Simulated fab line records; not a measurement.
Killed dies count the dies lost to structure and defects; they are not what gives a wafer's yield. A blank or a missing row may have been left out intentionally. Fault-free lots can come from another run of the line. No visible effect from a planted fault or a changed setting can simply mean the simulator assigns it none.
A struck lot beside a sound one | flow sky130 | 14 out of 708 route steps
Sound: these wafers, L133.1, L133.2, L133.4. Struck: wafers L136.2, L136.3, L136.4. Last of all comes the cause.
At each step with rows: each side's tool, then ch and its chambers, then its first start. Under that, the readings that differ: sound wafers | struck wafers | difference of the means | sigmas: that difference in standard deviations of wafers without a fault.
alike: same words and numbers on both sides, and readings whose means sit less than 2 such deviations apart. not compared: any withheld reading, any reading some wafer has no value for, any bound like >300 that may hide the same value, and any number with overlapping values for which the record gives no deviation.
A row with sigmas, a row that says differs or no value, or rows on one side alone: a step with any of these is where the two part. Numbers that don't overlap but have no deviation are shown without sigmas and don't part them. Lack of a reading on every wafer of one side parts them only where that side has two or more wafers.

SKY_LI_CONTACT_CD_MEAS_12 targets a cd of 170 nm.
  sound on cd sem-02, day 30 18:29; struck on cd sem-02, day 31 18:46
  reading    | sound             | struck            | difference | sigmas
  cd nm (nm) | 168.3 169.4 170.4 | 174.2 172.5 173.1 | +3.9       | +2
SKY_LI_CONTACT_OVL_MEAS_13:
  sound on overlay-01, day 30 18:37; struck on overlay-02, day 31 18:53
  alike: LI_CONTACT_OVL
SKY_LI_CONTACT_ETCH_14: etches BARC in N2/H2, stops on SiO2, time 45.9 s, target depth 60 nm.
  sound on rie diel-01 ch 0,1,2, day 30 18:38; struck on rie diel-01 ch 1,2,3, day 31 18:55
  alike: drypump motor current A, oes product au, rf fwd power W, throttle valve pct
  not compared: rf hours counter h
SKY_LI_CONTACT_ETCH_15: etches PSG in C4F8/O2/Ar, stops on Si, target depth 600 nm.
  sound on rie diel-01 ch 0,1,2, day 30 18:41; struck on rie diel-01 ch 1,2,3, day 31 18:57
  alike: oes product au, rf fwd power W
SKY_LI_CONTACT_STRIP_16: strips in O2/N2.
  sound on plasma asher-04 ch 0,1, day 30 18:46; struck on plasma asher-01 ch 0,1, day 31 19:02
  alike: drypump motor current A, oes product au, strip time to endpoint s
  not compared: rf hours counter h
then, 2 steps without rows for these wafers: SKY_LI_CONTACT_CLEAN_17 (cleans in NMP, time 600 s); SKY_LI_CONTACT_PRE_CLEAN_18 (time 5.6 s).
SKY_LI_CONTACT_SPUTTER_19: material Ti, target thk 20 nm, time 106.37 s.
  sound on pvd sputter-01, day 30 19:04; struck on pvd sputter-01, day 31 19:22
  alike: throttle valve pct
SKY_LI_CONTACT_SPUTTER_20: material TiN, target thk 20 nm, time 80 s.
  sound on pvd sputter-01, day 30 19:08; struck on pvd sputter-01, day 31 19:26
  alike: throttle valve pct
then, 1 step without rows for these wafers: SKY_LI_CONTACT_CVD_21 (deposits W, target thk 400 nm, time 120.56 s).
SKY_LI_CONTACT_RS_MEAS_22: measures by four-point-probe.
  sound on film metro-04, day 30 19:20; struck on film metro-02, day 31 19:39
  alike: LI_CONTACT_W_RS
SKY_LI_CONTACT_THK_MEAS_23: measures by xrf.
  sound on film metro-04, day 30 19:27; struck on film metro-02, day 31 19:46
  alike: LI_CONTACT_W_THK
SKY_LI_CONTACT_CMP_24: polishes, stops on PSG, t overpolish 20 s, target thk 0 nm.
  sound on cmp-01 ch 1,2,3, day 30 19:31; struck on cmp-02 ch 0,1,3, day 31 20:13
  no value came back on the struck wafers for any of 6 readings (edge zone pressure frac, head pressure psi (psi) and others); on the sound wafers edge zone pressure frac reads 0.999 0.999 0.994
  reading                                       | sound             | struck            | difference | sigmas
  model.W_of_LI_CONTACT_CVD_21.thk nm (nm)      | 0 0 0             | 409.9 392.4 405.4 | +402.6     |
  model.PSG_of_LI_CONTACT_HDPCVD_00.thk nm (nm) | 590.1 588.7 587.5 | 590.8 593 593.1   | +3.5       |
-- a jump in the record: the struck wafers' starts before and after are 16 days apart (it breaks off in module LI_CONTACT and resumes in module PAD_OPEN, where the first step shown is number 708 of the route) --
SKY_PAD_OPEN_PROBE_99:
  the record has rows for the struck wafers here (prober-01, day 47 17:08) and none for the sound ones

## WHERE THEY PART
Earliest at SKY_LI_CONTACT_CD_MEAS_12; latest, in this record, at SKY_PAD_OPEN_PROBE_99.

WHY: whatever the simulator had introduced
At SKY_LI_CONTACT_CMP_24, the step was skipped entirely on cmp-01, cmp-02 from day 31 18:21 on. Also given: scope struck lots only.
